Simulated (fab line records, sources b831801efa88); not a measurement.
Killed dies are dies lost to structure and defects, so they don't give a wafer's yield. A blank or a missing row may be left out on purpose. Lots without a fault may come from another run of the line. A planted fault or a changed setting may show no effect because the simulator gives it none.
Problem report in the 8D (eight disciplines) form, filled by code | flow sky130 | the parts of the form that need people (team, actions taken, sign-off) are left out

1. THE PROBLEM
VIA3_HDPCVD_THK at SKY_VIA3_THK_MEAS_01 reads a mean of 1741 nm on 5 wafers of 3 lots; wafers without a fault read 1632 nm with a standard deviation of 20. That is +5.4 standard deviations from the usual mean.
First seen on wafer L877.3, day 39 21:38, on film_metro-03. The record holds 35 wafers of 12 lots with a number at this step. Rule for "out", or "out of limits": more than 4 standard deviations from the usual mean. The other wafers with a number count as sound.

2. WHAT IT IS AND WHAT IT IS NOT
question                    | is                                     | is not
which readings at this step | VIA3_HDPCVD_THK                        | -
which lots                  | L877, L880, L881                       | L874, L875, L876, L889, L890, L891, L892, L894, L896
which wafers of those lots  | L877.3, L877.4, L880.3, L880.4, L881.3 | L877.1, L881.2, L881.5
read on which gauges        | film_metro-02, film_metro-03           | film_metro-01
when                        | from day 39 21:38                      | up to then (10 sound wafers); but 20 sound wafers of L881, L889, L890, L891, L892, L894, L896 came after

3. SUSPECTS, AND WHAT RULES EACH OUT
Counting: a tool at a process step up to the reading stays a suspect if it ran every lot that is out. Sound lots after the first of them don't rule it out here, since some wafers of a struck lot are sound.
- the gauge at SKY_VIA3_THK_MEAS_01: ruled out. The wafers that are out were read on 2 gauges (film_metro-02, film_metro-03).
- plasma_asher-04 at SKY_CAPM_STRIP_14 (strips in O2/N2): kept. It ran every lot that is out, first L877 (day 38 18:42); its last sound lot up to then is L874 (day 37 14:45).
- hdpcvd-01 at SKY_VIA3_HDPCVD_00 (deposits SiO2, target thk 1635 nm, time 272.5 s): kept. It ran every lot that is out, first L877 (day 39 21:29); its last sound lot up to then is L876 (day 39 09:34). Its own readings are out on those wafers: run_length_s.
Left after counting: plasma_asher-04 at SKY_CAPM_STRIP_14, hdpcvd-01 at SKY_VIA3_HDPCVD_00.

4. THE CAUSE (what the simulator had put in)
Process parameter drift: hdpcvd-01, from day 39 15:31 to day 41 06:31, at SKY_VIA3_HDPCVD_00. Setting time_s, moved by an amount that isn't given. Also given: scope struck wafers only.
Counting left 2 suspects, and this tool is among them.

5. THE CHAIN OF EFFECTS, in route order
Each row: a reading whose mean over the struck wafers that have a number lies more than 3 standard deviations from the usual. Only readings for which the record gives a usual standard deviation are gone through. hours: the time from each lot's start at the first step in this table that gives one to its start at this step, as a median over the lots. sigmas: the change in usual standard deviations.
hours | step                 | reading         | usual   | on struck wafers | change | sigmas
0     | SKY_VIA3_HDPCVD_00   | run_length_s    | 300.4 s | 319.3            | +18.9  | +43
0     | SKY_VIA3_THK_MEAS_01 | VIA3_HDPCVD_THK | 1632 nm | 1741             | +109   | +5.4
The process steps in it:
- SKY_VIA3_HDPCVD_00: deposits SiO2, target thk 1635 nm, time 272.5 s.

6. WHAT WOULD HAVE CAUGHT IT SOONER
In this record the first reading out of limits at a measuring or inspecting step was taken at day 39 21:38, 6 hours after the fault began at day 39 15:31.
The tool's own readings at SKY_VIA3_HDPCVD_00 were out on every struck wafer that the step has a row for (run_length_s): an alarm limit on them would have fired on the first of those.
Of the lots that are out (3), L881, L880 began SKY_VIA3_HDPCVD_00 on hdpcvd-01 after day 39 21:38. A hold on the tool at that time would have spared those 2.
